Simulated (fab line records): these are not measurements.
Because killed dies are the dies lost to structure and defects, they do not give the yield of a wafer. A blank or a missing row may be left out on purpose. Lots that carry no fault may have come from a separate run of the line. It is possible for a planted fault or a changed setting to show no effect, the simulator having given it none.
Which tool was responsible? / flow sky130 / 15 lots, 45 wafers sampled, at 2 steps of a route of 708

## WHAT THE GAUGES READ, wafer by wafer
SKY_VIA1_THK_MEAS_23: measures by xrf.
lot=L839; measured=day 33 13:18; on=film_metro-01; VIA1_W_THK (nm)=264 267 266
lot=L840; measured=day 34 07:43; on=film_metro-01; VIA1_W_THK (nm)=261 267 266
lot=L841; measured=day 34 23:04; on=film_metro-02; VIA1_W_THK (nm)=268 272 265
lot=L842; measured=day 35 04:36; on=film_metro-04; VIA1_W_THK (nm)=260 264 263
lot=L843; measured=day 35 07:17; on=film_metro-01; VIA1_W_THK (nm)=260 264 263
lot=L844; measured=day 35 16:04; on=film_metro-02; VIA1_W_THK (nm)=263 270 262
lot=L847; measured=day 36 18:22; on=film_metro-02; VIA1_W_THK (nm)=267 261 266
lot=L848; measured=day 36 21:05; on=film_metro-02; VIA1_W_THK (nm)=262 260 264
lot=L849; measured=day 37 09:44; on=film_metro-02; VIA1_W_THK (nm)=262 261 262
lot=L851; measured=day 37 15:31; on=film_metro-01; VIA1_W_THK (nm)=267 265 265
lot=L850; measured=day 37 16:37; on=film_metro-04; VIA1_W_THK (nm)=266 264 275
lot=L859; measured=day 40 18:40; on=film_metro-02; VIA1_W_THK (nm)=265 263 260
lot=L860; measured=day 40 20:40; on=film_metro-04; VIA1_W_THK (nm)=266 264 268
lot=L861; measured=day 41 02:05; on=film_metro-02; VIA1_W_THK (nm)=268 268 265
lot=L862; measured=day 41 06:55; on=film_metro-02; VIA1_W_THK (nm)=262 262 264

SKY_VIA3_OVL_MEAS_13.
lot=L839; measured=day 39 06:05; on=overlay-01; VIA3_OVL (nm)=11 9 20
lot=L840; measured=day 39 21:03; on=overlay-01; VIA3_OVL (nm)=5 -2 7
lot=L841; measured=day 40 13:08; on=overlay-02; VIA3_OVL (nm)=15 4 2
lot=L842; measured=day 40 18:13; on=overlay-02; VIA3_OVL (nm)=4 15 8
lot=L843; measured=day 40 19:20; on=overlay-02; VIA3_OVL (nm)=7 4 10
lot=L844; measured=day 41 04:47; on=overlay-01; VIA3_OVL (nm)=8 7 8
lot=L847; measured=day 42 04:17; on=overlay-01; VIA3_OVL (nm)=8 11 11
lot=L848; measured=day 42 05:51; on=overlay-02; VIA3_OVL (nm)=11 5 4
lot=L849; measured=day 42 18:45; on=overlay-02; VIA3_OVL (nm)=-2 0 -7
lot=L851; measured=day 42 23:35; on=overlay-02; VIA3_OVL (nm)=10 2 4
lot=L850; measured=day 43 01:05; on=overlay-02; VIA3_OVL (nm)=6 -2 2
lot=L859; measured=day 45 18:29; on=overlay-01; VIA3_OVL (nm)=5 7 3
lot=L860; measured=day 45 20:47; on=overlay-02; VIA3_OVL (nm)=16 6 21
lot=L861; measured=day 46 02:00; on=overlay-02; VIA3_OVL (nm)=8 2 14
lot=L862; measured=day 46 04:36; on=overlay-02; VIA3_OVL (nm)=5 -2 -9

## TOOL THAT RAN EACH LOT (tool first, then ch and the chambers of the sampled wafers, then the start)
No process step before these readings appears in the record.

## WHAT THE TOOLS THEMSELVES READ (means of the sampled wafers that have a number; where no wafer has one, the mark that the record gives instead)
The record holds no such reading with a usual standard deviation.

## THE ANSWER, worked out from the rows above alone
Rule: usual is defined by the lots themselves. The widest of any qualifying gaps counts: lots, ordered by their means at a reading, are off when they make up no more than a third of the lots, leave a main group of 4 or more, and stand apart from it by 3 or more times the standard deviation of that group's means. A main group is skipped when, at the precision printed for the reading in the tables above, its means are all equal. A lot without any number at a reading at which 4 lots or more have one is off too. Where the step has rows for the other lots, those lots are counted as sound. Order of review: gauges by route order, followed by the tools' own readings, for which a lot's mean as printed above is used. The first step at which some lot is off is used, and at that step the reading that is off furthest; a lot without a number counts as furthest.
No lot is off on any of the readings shown, so nothing can be concluded from this.

## WHAT THE SIMULATOR PUT IN
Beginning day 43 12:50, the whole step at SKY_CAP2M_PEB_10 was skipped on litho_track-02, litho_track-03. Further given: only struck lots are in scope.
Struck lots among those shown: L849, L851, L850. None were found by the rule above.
